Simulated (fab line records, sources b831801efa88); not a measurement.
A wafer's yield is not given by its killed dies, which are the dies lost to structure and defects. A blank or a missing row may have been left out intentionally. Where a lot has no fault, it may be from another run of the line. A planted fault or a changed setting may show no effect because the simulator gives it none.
Commonality check across tools || flow gf180mcu || Lots sampled 15, wafers sampled 45

== WHY IT WAS OPENED ==
At GF_MVPSD_TW_MEAS_11 the reading MVPSD_TW is flagged on 3 of 15 lots. Fault-free wafers read 552, with a standard deviation of 6.1.
Rule: a lot is flagged when every wafer of it that has a number lies more than 4 standard deviations from that mean, or none has a number. The other lots count as sound.

{"lot": "L879", "measured": "day 5 07:11", "on": "film-metro-04", "MVPSD_TW, wafer by wafer": "557 557 559", "flag": ""}
{"lot": "L882", "measured": "day 6 00:23", "on": "film-metro-01", "MVPSD_TW, wafer by wafer": "546 545 542", "flag": ""}
{"lot": "L883", "measured": "day 6 07:41", "on": "film-metro-03", "MVPSD_TW, wafer by wafer": "549 550 546", "flag": ""}
{"lot": "L885", "measured": "day 6 20:44", "on": "film-metro-03", "MVPSD_TW, wafer by wafer": "548 553 551", "flag": ""}
{"lot": "L886", "measured": "day 7 01:14", "on": "film-metro-04", "MVPSD_TW, wafer by wafer": "695 698 698", "flag": "FLAGGED"}
{"lot": "L887", "measured": "day 7 08:29", "on": "film-metro-03", "MVPSD_TW, wafer by wafer": "692 691 691", "flag": "FLAGGED"}
{"lot": "L888", "measured": "day 7 12:21", "on": "film-metro-01", "MVPSD_TW, wafer by wafer": "678 681 682", "flag": "FLAGGED"}
{"lot": "L890", "measured": "day 8 01:48", "on": "film-metro-04", "MVPSD_TW, wafer by wafer": "559 558 559", "flag": ""}
{"lot": "L894", "measured": "day 9 02:47", "on": "film-metro-04", "MVPSD_TW, wafer by wafer": "556 560 556", "flag": ""}
{"lot": "L896", "measured": "day 9 14:23", "on": "film-metro-01", "MVPSD_TW, wafer by wafer": "546 548 544", "flag": ""}
{"lot": "L897", "measured": "day 9 20:44", "on": "film-metro-03", "MVPSD_TW, wafer by wafer": "549 548 548", "flag": ""}
{"lot": "L898", "measured": "day 10 03:51", "on": "film-metro-01", "MVPSD_TW, wafer by wafer": "542 545 541", "flag": ""}
{"lot": "L899", "measured": "day 10 08:26", "on": "film-metro-04", "MVPSD_TW, wafer by wafer": "560 556 559", "flag": ""}
{"lot": "L900", "measured": "day 10 14:18", "on": "film-metro-03", "MVPSD_TW, wafer by wafer": "550 549 548", "flag": ""}
{"lot": "L901", "measured": "day 10 20:00", "on": "film-metro-01", "MVPSD_TW, wafer by wafer": "544 543 547", "flag": ""}
The numbers of the flagged lots are 690 on average: +138 against the usual, or +23 standard deviations.

== LOT BY LOT: THE TOOL USED ==
The record holds 1 process step before the reading, out of a route of 602 steps. Each cell gives the tool, then ch followed by the chambers the sampled wafers passed through, then the start.
{"lot": "L879", "flag": "", "GF_LVPWELL_COAT_02": "litho-track-02 ch 0, day 3 20:23"}
{"lot": "L882", "flag": "", "GF_LVPWELL_COAT_02": "litho-track-01 ch 0, day 4 11:28"}
{"lot": "L883", "flag": "", "GF_LVPWELL_COAT_02": "litho-track-02 ch 0, day 4 18:11"}
{"lot": "L885", "flag": "", "GF_LVPWELL_COAT_02": "litho-track-04 ch 0, day 5 06:21"}
{"lot": "L886", "flag": "FLAGGED", "GF_LVPWELL_COAT_02": "litho-track-04, day 5 11:13"}
{"lot": "L887", "flag": "FLAGGED", "GF_LVPWELL_COAT_02": "litho-track-02, day 5 16:59"}
{"lot": "L888", "flag": "FLAGGED", "GF_LVPWELL_COAT_02": "litho-track-04, day 5 21:03"}
{"lot": "L890", "flag": "", "GF_LVPWELL_COAT_02": "litho-track-04 ch 0, day 6 09:15"}
{"lot": "L894", "flag": "", "GF_LVPWELL_COAT_02": "litho-track-01 ch 0, day 7 08:04"}
{"lot": "L896", "flag": "", "GF_LVPWELL_COAT_02": "litho-track-01 ch 0, day 7 18:52"}
{"lot": "L897", "flag": "", "GF_LVPWELL_COAT_02": "litho-track-02 ch 0, day 7 23:59"}
{"lot": "L898", "flag": "", "GF_LVPWELL_COAT_02": "litho-track-01 ch 0, day 8 07:01"}
{"lot": "L899", "flag": "", "GF_LVPWELL_COAT_02": "litho-track-04 ch 0, day 8 12:06"}
{"lot": "L900", "flag": "", "GF_LVPWELL_COAT_02": "litho-track-02 ch 0, day 8 16:32"}
{"lot": "L901", "flag": "", "GF_LVPWELL_COAT_02": "litho-track-01 ch 0, day 8 22:32"}
What these steps do:
- GF_LVPWELL_COAT_02: resist thk 3000 nm.
- GF_MVPSD_TW_MEAS_11

== FLAGGED AGAINST TOTAL, ONE TOOL AT A TIME (gauges that did the reading follow at the end) ==
{"step": "GF_LVPWELL_COAT_02", "tool": "litho-track-01", "lots run": 5, "flagged": 0, "share of the flagged lots": "none", "sound lots run after its first flagged lot": "-"}
{"step": "GF_LVPWELL_COAT_02", "tool": "litho-track-02", "lots run": 5, "flagged": 1, "share of the flagged lots": "some", "sound lots run after its first flagged lot": "2 (L897,L900)"}
{"step": "GF_LVPWELL_COAT_02", "tool": "litho-track-04", "lots run": 5, "flagged": 2, "share of the flagged lots": "some", "sound lots run after its first flagged lot": "2 (L890,L899)"}
{"step": "GF_MVPSD_TW_MEAS_11", "tool": "film-metro-01", "lots run": 5, "flagged": 1, "share of the flagged lots": "some", "sound lots run after its first flagged lot": "3 (L896,L898,L901)"}
{"step": "GF_MVPSD_TW_MEAS_11", "tool": "film-metro-03", "lots run": 5, "flagged": 1, "share of the flagged lots": "some", "sound lots run after its first flagged lot": "2 (L897,L900)"}
{"step": "GF_MVPSD_TW_MEAS_11", "tool": "film-metro-04", "lots run": 5, "flagged": 1, "share of the flagged lots": "some", "sound lots run after its first flagged lot": "3 (L890,L894,L899)"}

== THE TABLE: WHAT IT ALLOWS ==
No row of the table ran every flagged lot.

== WHAT THE SIMULATOR HAD PUT IN ==
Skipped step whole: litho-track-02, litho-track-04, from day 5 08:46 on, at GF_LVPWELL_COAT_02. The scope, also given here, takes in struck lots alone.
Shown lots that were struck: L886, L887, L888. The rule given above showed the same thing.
